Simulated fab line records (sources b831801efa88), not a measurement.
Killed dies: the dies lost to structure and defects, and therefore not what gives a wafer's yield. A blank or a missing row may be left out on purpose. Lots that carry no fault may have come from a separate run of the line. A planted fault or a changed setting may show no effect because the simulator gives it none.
Which tool is to blame? + flow sky130 + 12 lots with 36 wafers sampled at 3 steps, on a route of 708 steps

WHAT THE GAUGES READ, wafer by wafer
SKY_SD_N_RS_MEAS_17: measurement is done with a four-point probe.
| lot  | measured     | on           | SD_P_RS (ohm/sq)  |
|------|--------------|--------------|-------------------|
| L075 | day 29 04:03 | filmMetro-01 | 146.9 147.2 146.9 |
| L077 | day 29 05:55 | filmMetro-04 | 146.9 147.0 147.0 |
| L078 | day 29 13:05 | filmMetro-02 | 146.6 146.5 146.4 |
| L081 | day 30 10:32 | filmMetro-02 | 146.7 146.9 146.5 |
| L084 | day 31 00:31 | filmMetro-04 | 147.7 147.6 147.7 |
| L085 | day 31 07:26 | filmMetro-04 | 146.3 146.8 147.2 |
| L087 | day 32 11:19 | filmMetro-04 | 146.5 146.6 146.5 |
| L089 | day 32 21:23 | filmMetro-01 | 146.7 147.0 146.4 |
| L091 | day 33 13:28 | filmMetro-01 | 147.2 147.5 147.5 |
| L093 | day 34 08:46 | filmMetro-04 | 146.4 146.8 146.4 |
| L095 | day 35 15:34 | filmMetro-02 | 146.3 147.1 146.8 |
| L096 | day 36 10:34 | filmMetro-02 | 146.7 146.4 146.5 |

EACH LOT AND THE TOOL THAT RAN IT (in order: tool; ch and the chambers of the sampled wafers; start)
| lot  | SKY_POLY_GATE_ETCH_15             | SKY_POLY_CUT_ETCH_10              |
|------|-----------------------------------|-----------------------------------|
| L075 | rieDiel-02 ch 0,1,2, day 17 10:34 | rieDiel-03 ch 0,3, day 25 12:46   |
| L077 | rieDiel-03 ch 0,2,3, day 17 16:40 | rieDiel-04 ch 0,2, day 25 14:25   |
| L078 | rieDiel-03 ch 0,1,2, day 17 22:58 | rieDiel-04 ch 0,3, day 25 22:31   |
| L081 | rieDiel-03 ch 1,2, day 19 01:19   | rieDiel-04 ch 0,2,3, day 26 19:43 |
| L084 | rieDiel-03 ch 0,1,3, day 19 19:22 | rieDiel-04 ch 0,1,2, day 27 11:13 |
| L085 | rieDiel-01 ch 0,2,3, day 20 02:13 | rieDiel-01 ch 1,2,3, day 27 18:52 |
| L087 | rieDiel-02 ch 2,3, day 21 04:01   | rieDiel-01 ch 0,1,2, day 28 23:49 |
| L089 | rieDiel-01 ch 0,1,3, day 21 20:55 | rieDiel-04 ch 0,1, day 29 10:43   |
| L091 | rieDiel-02 ch 1,3, day 22 17:20   | rieDiel-01 ch 0,1,2, day 30 03:07 |
| L093 | rieDiel-01 ch 0,1,3, day 23 11:13 | rieDiel-04 ch 0,1,3, day 30 22:46 |
| L095 | rieDiel-02 ch 1,2,3, day 24 23:14 | rieDiel-03 ch 1,2, day 32 07:40   |
| L096 | rieDiel-01 ch 0,2,3, day 25 21:22 | rieDiel-03 ch 0,1,2, day 33 02:34 |
- SKY_POLY_GATE_ETCH_15: etches BARC in N2/H2, stops on SiO2, time 118.5 s, target depth 110 nm.
- SKY_POLY_CUT_ETCH_10: etches BARC in N2/H2, stops on SiO2, time 45.9 s, target depth 60 nm.

THE ANSWER, worked out from the rows above alone
Rule: what is usual is taken from the lots themselves. Put in order of their means at a reading, lots are off if they are a third of the lots or fewer, leave a main group of 4 or more, and stand apart from it by a gap of 3 or more times the standard deviation of the main group's means; of several such gaps the widest counts. The tables above print the reading to a certain number of digits; a main group whose means all agree to those digits is not used. A lot without any number at a reading at which 4 lots or more have one is off too. Where the step has rows for the other lots, those lots are counted as sound.
None of the lots is off at any reading shown; this tells nothing.

WHAT HAD BEEN PUT IN BY THE SIMULATOR
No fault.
